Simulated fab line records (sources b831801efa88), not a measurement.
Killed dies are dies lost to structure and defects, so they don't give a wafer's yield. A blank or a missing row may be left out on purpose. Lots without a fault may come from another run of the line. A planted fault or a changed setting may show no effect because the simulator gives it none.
Which tool is to blame? :: flow gf180mcu :: 45 wafers from 15 lots sampled at 3 of the route's 602 steps

== WHAT THE GAUGES READ, wafer by wafer ==
GF_HV_LDD_OVL_MEAS_08.
lot: L170
measured: day 10 13:25
on: overlay-02
HV_LDD_OVL (nm): -0.5 -0.2 -0.1

lot: L172
measured: day 11 01:52
on: overlay-01
HV_LDD_OVL (nm): -0.8 -1.5 0.3

lot: L173
measured: day 11 14:10
on: overlay-02
HV_LDD_OVL (nm): -2.1 -2.1 -3.1

lot: L174
measured: day 11 14:35
on: overlay-01
HV_LDD_OVL (nm): 0.8 -1.0 1.0

lot: L175
measured: day 12 03:41
on: overlay-02
HV_LDD_OVL (nm): 2.4 0.5 0.0

lot: L176
measured: day 12 11:37
on: overlay-02
HV_LDD_OVL (nm): -0.8 -0.3 -1.9

lot: L177
measured: day 12 11:50
on: overlay-02
HV_LDD_OVL (nm): 1.0 0.9 -0.3

lot: L181
measured: day 13 21:42
on: overlay-01
HV_LDD_OVL (nm): 1.2 2.5 0.2

lot: L184
measured: day 14 15:14
on: overlay-01
HV_LDD_OVL (nm): 1.7 1.8 1.8

lot: L185
measured: day 14 21:41
on: overlay-01
HV_LDD_OVL (nm): 1.9 -1.6 -0.6

lot: L188
measured: day 15 23:46
on: overlay-01
HV_LDD_OVL (nm): -2.3 -0.9 -0.7

lot: L189
measured: day 16 05:47
on: overlay-02
HV_LDD_OVL (nm): 1.8 4.3 1.2

lot: L190
measured: day 16 09:41
on: overlay-01
HV_LDD_OVL (nm): -0.2 -1.0 0.0

lot: L191
measured: day 17 06:35
on: overlay-02
HV_LDD_OVL (nm): 1.1 1.8 1.2

lot: L192
measured: day 17 07:47
on: overlay-01
HV_LDD_OVL (nm): 1.6 -0.3 -0.4

GF_HV_LDD_OVL_MEAS_32.
lot: L170
measured: day 12 02:13
on: overlay-01
HV_LDD_02_OVL (nm): -2.5 0.3 0.0

lot: L172
measured: day 12 14:22
on: overlay-01
HV_LDD_02_OVL (nm): -1.2 -1.5 -1.2

lot: L173
measured: day 13 04:20
on: overlay-02
HV_LDD_02_OVL (nm): 0.4 1.1 -0.2

lot: L174
measured: day 13 05:23
on: overlay-02
HV_LDD_02_OVL (nm): 0.6 -0.6 -0.5

lot: L175
measured: day 13 20:02
on: overlay-02
HV_LDD_02_OVL (nm): 1.7 -1.6 -1.0

lot: L176
measured: day 14 05:05
on: overlay-02
HV_LDD_02_OVL (nm): -0.3 0.7 -1.0

lot: L177
measured: day 14 05:11
on: overlay-01
HV_LDD_02_OVL (nm): 1.2 0.8 0.0

lot: L181
measured: day 15 16:04
on: overlay-01
HV_LDD_02_OVL (nm): 2.3 1.3 -0.5

lot: L184
measured: day 16 12:11
on: overlay-02
HV_LDD_02_OVL (nm): -1.0 -0.5 0.3

lot: L185
measured: day 16 17:47
on: overlay-01
HV_LDD_02_OVL (nm): -3.3 -0.8 0.6

lot: L188
measured: day 17 22:03
on: overlay-01
HV_LDD_02_OVL (nm): 0.3 0.7 -0.2

lot: L189
measured: day 18 04:05
on: overlay-02
HV_LDD_02_OVL (nm): -0.5 0.3 1.9

lot: L190
measured: day 18 09:06
on: overlay-01
HV_LDD_02_OVL (nm): -2.0 -1.1 -0.6

lot: L191
measured: day 19 06:29
on: overlay-02
HV_LDD_02_OVL (nm): 1.3 0.1 1.5

lot: L192
measured: day 19 08:30
on: overlay-02
HV_LDD_02_OVL (nm): -1.4 -0.3 -1.9

GF_HV_LDD_CD_MEAS_46 targets a cd of 400 nm.
lot: L170
measured: day 12 22:37
on: cd-sem-01
cd-nm (nm): 403.2 399.3 401.9

lot: L172
measured: day 13 11:14
on: cd-sem-01
cd-nm (nm): 399.4 398.0 398.8

lot: L173
measured: day 14 01:41
on: cd-sem-01
cd-nm (nm): 399.3 400.8 398.8

lot: L174
measured: day 14 02:28
on: cd-sem-02
cd-nm (nm): 404.7 405.0 403.4

lot: L175
measured: day 14 16:52
on: cd-sem-02
cd-nm (nm): 403.7 403.7 404.0

lot: L176
measured: day 15 02:40
on: cd-sem-02
cd-nm (nm): 398.7 400.2 400.3

lot: L177
measured: day 15 03:34
on: cd-sem-02
cd-nm (nm): 402.1 402.0 400.9

lot: L181
measured: day 16 14:50
on: cd-sem-02
cd-nm (nm): 396.2 397.8 395.7

lot: L184
measured: day 17 11:59
on: cd-sem-02
cd-nm (nm): 399.2 400.7 400.9

lot: L185
measured: day 17 17:04
on: cd-sem-01
cd-nm (nm): 398.1 394.5 398.1

lot: L188
measured: day 18 22:40
on: cd-sem-02
cd-nm (nm): 399.1 401.1 398.7

lot: L189
measured: day 19 04:35
on: cd-sem-01
cd-nm (nm): 400.0 402.6 401.0

lot: L190
measured: day 19 09:53
on: cd-sem-01
cd-nm (nm): 398.6 401.3 403.4

lot: L191
measured: day 20 06:49
on: cd-sem-01
cd-nm (nm): 405.4 403.4 402.4

lot: L192
measured: day 20 08:37
on: cd-sem-02
cd-nm (nm): 398.3 398.4 399.8

== TOOL THAT RAN EACH LOT (tool first, then ch and the chambers of the sampled wafers, then the start) ==
Record: no process step prior to these readings.

== WHAT THE TOOLS THEMSELVES READ (means of the sampled wafers that have a number; where no wafer has one, the mark that the record gives instead) ==
The record holds no such reading with a usual standard deviation.

== THE ANSWER, worked out from the rows above alone ==
Rule: the lots themselves supply what counts as usual. Put in order of their means at a reading, lots are off if they are a third of the lots or fewer, leave a main group of 4 or more, and stand apart from it by a gap of 3 or more times the standard deviation of the main group's means; of several such gaps the widest counts. Not used: any main group whose means are identical at the precision the tables above print for the reading. A lot without any number at a reading at which 4 lots or more have one is off too. Where the step has rows for the other lots, those lots are counted as sound. The gauges are gone through in route order, then the tools' own readings, and for those a lot's mean is taken as printed above. At the first step where some lot is off, the reading lying furthest off is the one used; lots without a number count as furthest.
No lot is off on any of the readings shown, so nothing can be concluded from this.

== WHAT THE SIMULATOR HAD INSERTED ==
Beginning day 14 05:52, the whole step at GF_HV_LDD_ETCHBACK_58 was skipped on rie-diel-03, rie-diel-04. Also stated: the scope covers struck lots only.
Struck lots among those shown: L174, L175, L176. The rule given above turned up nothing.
